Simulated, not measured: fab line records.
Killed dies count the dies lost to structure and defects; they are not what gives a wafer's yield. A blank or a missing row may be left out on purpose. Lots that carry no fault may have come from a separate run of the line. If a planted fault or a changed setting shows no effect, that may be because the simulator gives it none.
fab line records	flow sky130
[record] lots = 7	wafers = 21	last-day = 51
route steps=708 shown DNWELL@41 PWDE@45 PAD_OPEN@708
lots that met no fault: from a run of the same line without faults
start-h: start of the lot's first displayed wafer, in hours after the record's first day	wait-h: hours elapsed since this lot's preceding step	" same as the row above	L1.1+2: a row that stands for several wafers	- either no value or no given start	* or withheld: withheld	< > ~ a bound
route shown NAME@n: names a module that has steps shown in the file, with the first one's number in the route	usual: mean and standard deviation over wafers with no fault	same: alike in all rows	chamber/n: place in a boat	sites: the reading at each site	_std_site: their standard deviation	_edge_site: outer sites' mean less inner sites'	radius-mm: how far each site lies from the wafer's centre	mask NAME#n: copy n	behind: the tool/chamber that last shaped the wafer	hold: why the lot was held/for how many hours/how that ended	device: names the non-switching transistor (n, p or np)	end of line: at the end of the route, the tests of the same wafers	a step with no rows: only its recipe	killed: dies that structure and defects cost at the first sort, which is not the same as the wafer's yield	map: a wafer's dies, marking killed ones x, the rest . and places with no die _
set.NAME: the setting that was run; set.NAME@STEP: the one run at that earlier step	model.NAME: the simulator's own value behind a step, which no gauge read
a table for each step, a row for each wafer; lots at some steps of the route
services: a tool's chamber out of use, with start hour (start-h, from the record's first day; less than 0 if before it), hours out, and reason
[[steps]]
[step SKY_DNWELL_DEVELOP_06]
[recipe] wall-angle-deg = 90	developer = TMAH	develop-time-s = 60	dev-temp-c = 23
[step SKY_DNWELL_IMPLANT_07]
[recipe] species = P	energy-kev = withheld	dose-cm2 = withheld	tilt-deg = withheld
[step SKY_DNWELL_STRIP_08]
[recipe] chemistry = O2/N2	power-w = 1400	pressure-mtorr = 1500	platen-temp-c = withheld	o2-flow-sccm = 3000	n2-flow-sccm = 300	overash-fraction = 0.5
[usual] drypump-motor-current-A = 5.9/0.47	oes-product-au = 0.722/0.0045	strip-time-to-endpoint-s = 36.98/0.11
lot.wafer	tool	chamber	start-h	wait-h	drypump-motor-current-A	oes-product-au	rf-hours-counter-h	strip-time-to-endpoint-s
L643.3	plasma-asher-02	0	65.25	0.1	6.1	0.728	-	37.23
L643.4	"	1	"	"	6.3	0.715	-	37.03
L643.6	"	0	"	"	6.1	0.722	-	37.07
L650.2	plasma-asher-02	1	103.23	0.1	6.2	0.726	28	36.84
L650.4	"	0	"	"	6.1	0.721	-	36.95
L650.6	"	1	"	"	6.2	0.720	-	36.84
L655.1	plasma-asher-03	0	127.12	0.1	5.4	0.725	41	36.78
L655.4	"	1	"	"	6.5	0.716	-	36.89
L655.5	"	0	"	"	5.4	0.726	-	36.88
L659.1	plasma-asher-02	1	151.32	0.1	6.3	0.720	33	36.86
L659.3	"	0	"	"	6.1	0.729	-	36.99
L659.6	"	0	"	"	6.1	0.719	-	36.81
L660.1	plasma-asher-02	0	154.83	0.1	6.1	0.711	34	36.88
L660.4	"	1	"	"	6.3	0.717	-	36.99
L660.5	"	0	"	"	6.1	0.724	-	36.88
L661.4	plasma-asher-04	0	160.25	0.1	5.1	0.720	-	37.02
L661.5	"	1	"	"	5.6	0.729	-	36.99
L661.6	"	0	"	"	5.1	0.729	-	36.95
L663.3	plasma-asher-04	0	189.45	0.1	5.1	0.725	-	37.02
L663.4	"	1	"	"	5.6	0.714	-	37.00
L663.5	"	1	"	"	5.6	0.727	-	36.97
[step SKY_DNWELL_TW_MEAS_09]
[usual] DNWELL_TW = 1125/9.2
lot.wafer	tool	chamber	start-h	wait-h	DNWELL_TW
L643.3	film-metro-01	-	65.34	0.1	1124
L643.4	"	-	"	"	1125
L643.6	"	-	"	"	1131
L650.2	film-metro-03	-	103.34	0.1	1137
L650.4	"	-	"	"	1134
L650.6	"	-	"	"	1139
L655.1	film-metro-03	-	127.22	0.1	1137
L655.4	"	-	"	"	1133
L655.5	"	-	"	"	1141
L659.1	film-metro-03	-	151.42	0.1	1134
L659.3	"	-	"	"	1134
L659.6	"	-	"	"	1137
L660.1	film-metro-04	-	154.93	0.1	1114
L660.4	"	-	"	"	1115
L660.5	"	-	"	"	1110
L661.4	film-metro-04	-	160.35	0.1	1117
L661.5	"	-	"	"	1119
L661.6	"	-	"	"	1118
L663.3	film-metro-04	-	189.54	0.1	1111
L663.4	"	-	"	"	1118
L663.5	"	-	"	"	1122
[step SKY_PWDE_DEHYDRATE_00]
[recipe] temp-c = 200	time-s = 60
[step SKY_PWDE_HMDS_01]
[recipe] prime-time-s = 60	prime-temp-c = 120
[step SKY_PWDE_COAT_02]
[recipe] spin-rpm = 2000	resist-thk-nm = 3000
[step SKY_PWDE_SOFTBAKE_03]
[recipe] temp-c = 110	time-s = withheld
[step SKY_PWDE_EXPOSE_04]
[recipe] mask-id = PWDEM	na = 0.6	source-shape = conventional	sigma-outer = 0.6	polarization = unpolarized	target-cd-nm = 840	dose-mj = 214
[step SKY_PWDE_PEB_05]
[recipe] temp-c = 115	time-s = withheld
[step SKY_PWDE_DEVELOP_06]
[recipe] wall-angle-deg = 90	developer = TMAH	develop-time-s = 60	dev-temp-c = 23
[step SKY_PWDE_OVL_MEAS_07]
[usual] PWDE_OVL = -0.8/1.5
lot.wafer	tool	chamber	start-h	wait-h	PWDE_OVL[nm]
L643.3	overlay-02	-	82.83	-	0.9
L643.4	"	-	"	"	-0.8
L643.6	"	-	"	"	1.8
L650.2	overlay-02	-	121.09	-	-0.5
L650.4	"	-	"	"	-2.8
L650.6	"	-	"	"	-2.5
L655.1	overlay-01	-	144.37	-	-0.7
L655.4	"	-	"	"	-0.8
L655.5	"	-	"	"	-1.5
L659.1	overlay-02	-	171.43	-	-0.8
L659.3	"	-	"	"	-2.7
L659.6	"	-	"	"	-4.9
L660.1	overlay-02	-	175.37	-	-0.4
L660.4	"	-	"	"	-1.8
L660.5	"	-	"	"	-1.0
L661.4	overlay-02	-	179.85	-	-0.2
L661.5	"	-	"	"	-0.5
L661.6	"	-	"	"	1.4
L663.3	overlay-02	-	210.78	-	0.7
L663.4	"	-	"	"	-1.9
L663.5	"	-	"	"	-0.7
[step SKY_PWDE_IMPLANT_08]
[recipe] species = B	energy-kev = 150	dose-cm2 = 3.6e+12	tilt-deg = withheld
[usual] beam-energy-keV = 150.01/0.047	faraday-current-uA = 20.4/0.42
lot.wafer	tool	chamber	start-h	wait-h	beam-energy-keV	faraday-current-uA	model.implant.drp-nm
L643.3	implanter-03	0	82.90	0.1	149.94	20.6	97.97
L643.4	"	0	"	"	149.90	20.2	97.97
L643.6	"	0	"	"	149.95	20.3	97.97
L650.2	implanter-04	0	121.15	0.0	149.90	20.4	97.97
L650.4	"	0	"	"	150.01	20.4	97.97
L650.6	"	0	"	"	149.99	20.6	97.97
L655.1	implanter-03	0	144.40	0.0	149.96	19.9	97.97
L655.4	"	0	"	"	150.07	19.8	97.97
L655.5	"	0	"	"	149.98	20.5	97.97
L659.1	implanter-03	0	171.47	0.0	147.56	20.2	97.36
L659.3	"	0	"	"	147.63	20.9	97.36
L659.6	"	0	"	"	147.60	20.6	97.36
L660.1	implanter-03	0	175.45	0.1	147.57	19.8	97.36
L660.4	"	0	"	"	147.62	20.7	97.36
L660.5	"	0	"	"	147.62	20.1	97.36
L661.4	implanter-03	0	179.94	0.1	147.69	20.8	97.36
L661.5	"	0	"	"	147.65	20.7	97.36
L661.6	"	0	"	"	147.68	20.9	97.36
L663.3	implanter-01	0	210.85	0.1	150.01	20.1	97.97
L663.4	"	0	"	"	150.00	20.4	97.97
L663.5	"	0	"	"	149.98	20.2	97.97
[step SKY_PWDE_STRIP_09]
[recipe] chemistry = O2/N2	power-w = 1400	pressure-mtorr = 1500	platen-temp-c = withheld	o2-flow-sccm = 3000	n2-flow-sccm = 300	overash-fraction = 0.5
[usual] drypump-motor-current-A = 5.8/0.47	oes-product-au = 0.723/0.0047	strip-time-to-endpoint-s = 36.90/0.1
lot.wafer	tool	chamber	start-h	wait-h	drypump-motor-current-A	oes-product-au	rf-hours-counter-h	strip-time-to-endpoint-s
L643.3	plasma-asher-04	1	83.04	0.1	5.6	0.715	-	36.99
L643.4	"	0	"	"	5.1	0.725	-	36.97
L643.6	"	0	"	"	5.1	0.721	-	37.05
L650.2	plasma-asher-01	1	121.27	0.1	5.6	0.726	45	37.00
L650.4	"	0	"	"	6.3	0.722	-	36.89
L650.6	"	1	"	"	5.6	0.719	-	36.90
L655.1	plasma-asher-01	0	144.55	0.1	6.3	0.724	48	36.95
L655.4	"	0	"	"	6.3	0.722	-	36.90
L655.5	"	1	"	"	5.6	0.721	-	36.87
L659.1	plasma-asher-03	1	171.62	0.1	6.4	0.713	45	36.93
L659.3	"	0	"	"	5.4	0.725	-	37.09
L659.6	"	1	"	"	6.4	0.726	-	37.10
L660.1	plasma-asher-04	0	175.60	0.1	5.1	0.733	5	36.98
L660.4	"	0	"	"	5.1	0.725	-	36.98
L660.5	"	0	"	"	5.1	0.721	-	37.05
L661.4	plasma-asher-03	1	180.05	0.1	6.4	0.726	-	36.92
L661.5	"	1	"	"	6.4	0.715	-	36.88
L661.6	"	0	"	"	5.4	0.726	-	36.82
L663.3	plasma-asher-01	0	210.98	0.1	6.3	0.729	-	36.93
L663.4	"	1	"	"	5.6	0.723	-	37.03
L663.5	"	1	"	"	5.6	0.715	-	37.12
[step SKY_PAD_OPEN_PROBE_99]
[usual] killed_at_M0_to_M3 = 45/6.9	killed_at_M4_up = 3.2/1.8	killed-at-contacts = 25/5.3	killed-at-front-end = 16/4.3	killed-at-other = 0.2/0.52	killed-dies = 88/8.7	killed-open = 48/6.5	killed-short = 40/6
[same] gross-dies = 492	killed-at-back-side = 0
lot.wafer	tool	chamber	start-h	wait-h	killed_at_M0_to_M3	killed_at_M4_up	killed-at-contacts	killed-at-front-end	killed-at-other	killed-dies	killed-open	killed-short
L643.3	prober-01	-	1083.93	0.2	32	2	21	16	0	71	47	23
L643.4	prober-01	-	1083.98	0.2	49	1	23	8	1	82	45	36
L643.6	prober-01	-	1084.08	0.2	32	7	22	14	0	75	35	39
L650.2	prober-02	-	1127.01	0.1	45	3	35	12	0	95	56	39
L650.4	prober-02	-	1127.11	0.2	51	3	25	16	0	95	45	50
L650.6	prober-02	-	1127.21	0.2	40	3	24	14	0	81	47	34
L655.1	prober-01	-	1158.38	0.1	48	2	18	19	1	88	49	38
L655.4	prober-01	-	1158.53	0.2	52	2	19	20	1	94	55	36
L655.5	prober-01	-	1158.58	0.2	36	3	20	18	0	77	46	31
L659.1	prober-01	-	1181.34	0.1	44	8	25	15	0	92	50	41
L659.3	prober-01	-	1181.44	0.2	49	1	27	15	0	92	46	46
L659.6	prober-01	-	1181.59	0.2	66	4	16	9	0	95	47	48
L660.1	prober-02	-	1183.05	0.1	53	3	21	14	0	91	48	43
L660.4	prober-02	-	1183.20	0.2	50	4	31	20	3	108	53	54
L660.5	prober-02	-	1183.25	0.2	58	2	25	26	1	112	55	56
L661.4	prober-01	-	1183.59	0.2	50	3	20	15	1	89	49	39
L661.5	prober-01	-	1183.64	0.2	48	1	23	17	0	89	44	45
L661.6	prober-01	-	1183.69	0.2	39	4	29	9	0	81	41	40
L663.3	prober-01	-	1225.84	0.2	51	2	31	8	0	92	48	44
L663.4	prober-01	-	1225.89	0.2	37	2	26	19	0	84	42	42
L663.5	prober-01	-	1225.94	0.2	57	2	18	10	0	87	44	41
// killed by level:class
L643.3 CONTACT:geometric-particle:open=10 VIA1:geometric-particle:open=10 POLY_GATE:geometric-particle:open=7 VIA2:geometric-particle:open=5 FIELD_ISO:geometric-particle:open=4 LI_CONTACT:geometric-particle:short=4 LOCAL_INTERCONNECT:geometric-particle:short=4 METAL1:geometric-particle:short=4
L643.4 VIA1:geometric-particle:open=14 CONTACT:geometric-particle:open=8 VIA1:geometric-particle:short=8 LI_CONTACT:geometric-particle:open=7 VIA3:geometric-particle:open=6 CONTACT:geometric-particle:short=5 METAL1:geometric-particle:short=4 VIA2:geometric-particle:short=4
L643.6 LI_CONTACT:geometric-particle:open=6 LOCAL_INTERCONNECT:geometric-particle:short=6 VIA1:geometric-particle:short=6 VIA3:geometric-particle:open=6 CONTACT:geometric-particle:open=5 FIELD_ISO:geometric-particle:short=4 VIA2:geometric-particle:open=4 VIA1:geometric-particle:open=4
L650.2 CONTACT:geometric-particle:open=16 VIA1:geometric-particle:open=10 VIA2:geometric-particle:open=9 LI_CONTACT:geometric-particle:open=7 METAL1:geometric-particle:short=6 LOCAL_INTERCONNECT:geometric-particle:short=5 VIA3:geometric-particle:open=5 FIELD_ISO:geometric-particle:short=4
L650.4 VIA1:geometric-particle:open=10 VIA1:geometric-particle:short=8 FIELD_ISO:geometric-particle:short=7 CONTACT:geometric-particle:short=7 VIA3:geometric-particle:open=7 VIA2:geometric-particle:open=6 VIA3:geometric-particle:short=5 CONTACT:geometric-particle:open=5
L650.6 VIA1:geometric-particle:open=11 CONTACT:geometric-particle:open=10 VIA2:geometric-particle:open=8 FIELD_ISO:geometric-particle:short=7 METAL2:geometric-particle:short=6 LI_CONTACT:geometric-particle:open=5 CONTACT:geometric-particle:short=4 VIA1:geometric-particle:short=4
L655.1 VIA1:geometric-particle:open=11 VIA2:geometric-particle:open=10 LI_CONTACT:geometric-particle:open=8 POLY_GATE:geometric-particle:short=6 VIA3:geometric-particle:open=6 METAL2:geometric-particle:short=5 CONTACT:geometric-particle:open=5 POLY_GATE:geometric-particle:open=4
L655.4 VIA1:geometric-particle:open=14 CONTACT:geometric-particle:open=11 VIA1:geometric-particle:short=9 POLY_GATE:geometric-particle:open=6 VIA3:geometric-particle:open=6 VIA2:geometric-particle:open=5 METAL1:geometric-particle:open=4 FIELD_ISO:geometric-particle:open=3
L655.5 VIA2:geometric-particle:open=7 FIELD_ISO:geometric-particle:open=6 CONTACT:geometric-particle:open=6 VIA1:geometric-particle:open=6 METAL2:geometric-particle:short=5 METAL2:geometric-particle:open=5 LI_CONTACT:geometric-particle:open=4 CONTACT:geometric-particle:short=4
L659.1 CONTACT:geometric-particle:open=12 VIA3:geometric-particle:open=7 VIA1:geometric-particle:open=7 VIA3:geometric-particle:short=7 LI_CONTACT:geometric-particle:open=6 METAL2:geometric-particle:short=6 POLY_GATE:geometric-particle:open=5 METAL4:geometric-particle:short=5
L659.3 METAL1:geometric-particle:short=9 VIA1:geometric-particle:open=8 LI_CONTACT:geometric-particle:open=7 LOCAL_INTERCONNECT:geometric-particle:short=6 CONTACT:geometric-particle:open=6 VIA2:geometric-particle:open=6 FIELD_ISO:geometric-particle:short=5 VIA1:geometric-particle:short=5
L659.6 VIA3:geometric-particle:open=13 VIA1:geometric-particle:open=9 METAL2:geometric-particle:short=7 METAL1:geometric-particle:short=7 CONTACT:geometric-particle:open=6 VIA2:geometric-particle:short=6 VIA1:geometric-particle:short=6 VIA3:geometric-particle:short=6
L660.1 METAL2:geometric-particle:short=13 VIA1:geometric-particle:open=11 VIA3:geometric-particle:open=9 CONTACT:geometric-particle:open=8 LI_CONTACT:geometric-particle:open=7 POLY_GATE:geometric-particle:short=6 METAL1:geometric-particle:short=4 VIA2:geometric-particle:open=4
L660.4 CONTACT:geometric-particle:open=10 CONTACT:geometric-particle:short=9 METAL1:geometric-particle:short=9 VIA1:geometric-particle:open=8 VIA3:geometric-particle:open=8 FIELD_ISO:geometric-particle:short=7 VIA2:geometric-particle:open=6 FIELD_ISO:geometric-particle:open=5
L660.5 VIA1:geometric-particle:open=12 METAL1:geometric-particle:short=11 LI_CONTACT:geometric-particle:open=9 FIELD_ISO:geometric-particle:short=8 CONTACT:geometric-particle:open=7 VIA3:geometric-particle:open=7 FIELD_ISO:geometric-particle:open=6 VIA2:geometric-particle:open=6
L661.4 VIA3:geometric-particle:open=10 CONTACT:geometric-particle:open=9 VIA1:geometric-particle:open=9 VIA3:geometric-particle:short=6 VIA2:geometric-particle:open=6 METAL1:geometric-particle:short=6 POLY_GATE:geometric-particle:open=5 VIA1:geometric-particle:short=5
L661.5 CONTACT:geometric-particle:open=11 METAL2:geometric-particle:short=8 VIA1:geometric-particle:open=7 VIA3:geometric-particle:short=6 POLY_GATE:geometric-particle:short=6 VIA3:geometric-particle:open=6 FIELD_ISO:geometric-particle:open=4 POLY_GATE:geometric-particle:open=4
L661.6 CONTACT:geometric-particle:open=16 METAL2:geometric-particle:short=7 METAL3:geometric-particle:short=6 VIA2:geometric-particle:open=5 LOCAL_INTERCONNECT:geometric-particle:short=5 METAL1:geometric-particle:short=5 VIA3:geometric-particle:open=4 CONTACT:geometric-particle:short=4
L663.3 CONTACT:geometric-particle:open=12 VIA2:geometric-particle:open=10 VIA1:geometric-particle:open=9 VIA2:geometric-particle:short=7 CONTACT:geometric-particle:short=7 LOCAL_INTERCONNECT:geometric-particle:short=6 METAL1:geometric-particle:short=6 LI_CONTACT:geometric-particle:open=5
L663.4 LI_CONTACT:geometric-particle:open=7 VIA2:geometric-particle:open=7 VIA1:geometric-particle:open=7 FIELD_ISO:geometric-particle:short=5 LOCAL_INTERCONNECT:geometric-particle:short=5 CONTACT:geometric-particle:open=5 CONTACT:geometric-particle:short=5 VIA2:geometric-particle:short=5
L663.5 VIA1:geometric-particle:open=20 VIA1:geometric-particle:short=11 METAL2:geometric-particle:short=6 VIA2:geometric-particle:open=5 CONTACT:geometric-particle:open=5 LI_CONTACT:geometric-particle:open=4 LOCAL_INTERCONNECT:geometric-particle:short=4 CONTACT:geometric-particle:short=4
[[services]]
tool	chamber	start-h	hours	kind
implanter-04	-	89.21	4.3	repair
implanter-03	-	95.84	3.4	repair
plasma-asher-01	-	95.98	0.7	repair
plasma-asher-04	-	108.75	9.0	pm
plasma-asher-04	0	108.75	9.0	vent-cycle
plasma-asher-04	1	108.75	9.0	vent-cycle
plasma-asher-04	0	117.75	-	clean
plasma-asher-04	1	117.75	-	clean
plasma-asher-04	-	133.37	2.8	pm
implanter-03	-	141.56	2.7	repair
implanter-01	-	168.66	7.8	repair
plasma-asher-01	-	172.80	12.2	repair
implanter-01	-	173.22	2.5	repair
implanter-04	-	174.01	1.5	repair
[[key]]
[first-sign] step = SKY_PWDE_IMPLANT_08	reading = beam-energy-keV	direction = down	sigmas = 51	usual = *	struck = *
effect none on later readings
[model-effect] step = SKY_PWDE_IMPLANT_08	value = implant.drp-nm	without = 97.97	struck = 97.36
met-at SKY_PWDE_IMPLANT_08
struck-wafers L659.1,L659.3,L659.6,L660.1,L660.4,L660.5,L661.4,L661.5,L661.6
tester-left-out L659,L660,L661
onset-between 144.40 171.47
[fault] kind = process-parameter-drift	tool = implanter-03	chamber = -	onset-h = 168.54	steps = SKY_PWDE_IMPLANT_08	channel = energy-kev	offset = *	shape = step	end-h = 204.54	acts-in = *	stated = *
// tester-left-out: of these lots the tester's yield and bins aren't shown, on N5 and GAA mostly nor the transistor test; their killed dies are dies lost to structure and defects alone, not to doping, threshold or leakage, so they don't give the yield
